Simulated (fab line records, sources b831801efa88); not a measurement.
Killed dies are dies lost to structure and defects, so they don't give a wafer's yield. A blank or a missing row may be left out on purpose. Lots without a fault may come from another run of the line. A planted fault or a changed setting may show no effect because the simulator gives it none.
A struck lot beside a sound one | flow sky130 | 20 steps out of a route of 708
Sound: wafers L152.1, L152.2, L152.5. Struck: wafers L149.1, L149.4, L149.6. The cause comes at the end.
At each step with rows: each side's tool, then ch and its chambers, then its first start. Under that, the readings that differ: sound wafers | struck wafers | difference of the means | sigmas: that difference in standard deviations of wafers without a fault.
alike: readings whose means differ by less than 2 such deviations, and words and numbers that are the same on both sides. not compared: withheld readings, readings that some wafer has no value for, bounds like >300 that may hide the same value, and numbers for which the record gives no deviation and whose values overlap.
The two part at a step that has a row with sigmas, a row that says differs or no value, or rows on one side only. Numbers that don't overlap but have no deviation are shown without sigmas and don't part them. A reading that every wafer of one side lacks parts them only if that side has two wafers or more.

first, 3 steps without rows for these wafers: SKY_SD_P_EXPOSE_04 (exposes mask PSDM, target cd 380 nm); SKY_SD_P_PEB_05; SKY_SD_P_DEVELOP_06 (develop time 60 s).
SKY_SD_P_CD_MEAS_07: target cd 380 nm.
  sound on cd_sem-01, day 28 09:24; struck on cd_sem-01, day 27 15:44
  alike: cd_nm
SKY_SD_P_OVL_MEAS_08:
  sound on overlay-02, day 28 09:31; struck on overlay-02, day 27 15:51
  alike: SD_P_OVL
then, 1 step without rows for these wafers: SKY_SD_P_IMPLANT_09.
SKY_SD_P_STRIP_10: strips in O2/N2.
  sound on plasma_asher-03 ch 0,1, day 28 09:43; struck on plasma_asher-02 ch 1, day 27 16:02
  alike: drypump_motor_current_A, oes_product_au, strip_time_to_endpoint_s
  not compared: rf_hours_counter_h
SKY_SD_P_TW_MEAS_11:
  sound on film_metro-04, day 28 09:49; struck on film_metro-03, day 27 16:08
  alike: SD_P_TW
then, 4 steps without rows for these wafers: SKY_RES_XHIGH_DEHYDRATE_00 (time 60 s); SKY_RES_XHIGH_HMDS_01 (prime time 60 s); SKY_RES_XHIGH_COAT_02 (resist thk 1140 nm); SKY_RES_XHIGH_SOFTBAKE_03 (time 60 s).
SKY_RES_XHIGH_EXPOSE_04: exposes mask URPM, target cd 1270 nm.
  sound on iline_stepper-02 ch 0, day 29 00:20; struck on iline_stepper-02 ch 0, day 28 06:44
  reading | sound                | struck                  | difference | sigmas
  mask    | URPM#0 URPM#0 URPM#0 | LDNTM#0 LDNTM#0 LDNTM#0 | differs    |
then, 3 steps without rows for these wafers: SKY_RES_XHIGH_PEB_05; SKY_RES_XHIGH_DEVELOP_06 (develop time 60 s); SKY_RES_XHIGH_IMPLANT_07.
SKY_RES_XHIGH_STRIP_08: strips in O2/N2.
  sound on plasma_asher-02 ch 0,1, day 29 14:32; struck on plasma_asher-01 ch 0,1, day 28 20:54
  alike: drypump_motor_current_A, oes_product_au, strip_time_to_endpoint_s
  not compared: rf_hours_counter_h
SKY_RES_XHIGH_TW_MEAS_09:
  sound on film_metro-01, day 29 14:38; struck on film_metro-03, day 28 21:00
  reading      | sound          | struck   | difference | sigmas
  RES_XHIGH_TW | 1627 1618 1636 | 30 31 30 | -1597      | -69
then, 1 step without rows for these wafers: SKY_SD_N_DEHYDRATE_00 (time 60 s).
-- the record jumps here: 19 days lie between the struck wafers' starts before and after (it left off in module SD_N and takes up again in module PAD_OPEN, whose first step shown is number 708 of the route) --
SKY_PAD_OPEN_PROBE_99:
  sound on prober-01, day 48 04:25; struck on prober-01, day 47 15:15
  reading                                 | sound             | struck            | difference | sigmas
  model.etest.sonos_uncharged.r_on_ohm_um | 821.2 798.6 804.1 | 875.3 876.7 880.4 | +69.5      |
  model.etest.tip_sonos.open              | 0 0 0             | 1 1 1             | +1         |
  model.etest.res_xhigh_po.open           | 0 0 0             | 1 1 1             | +1         |

WHERE THEY PART
First at SKY_RES_XHIGH_EXPOSE_04; last, within this record, at SKY_RES_XHIGH_TW_MEAS_09.

WHY: what the simulator had put in
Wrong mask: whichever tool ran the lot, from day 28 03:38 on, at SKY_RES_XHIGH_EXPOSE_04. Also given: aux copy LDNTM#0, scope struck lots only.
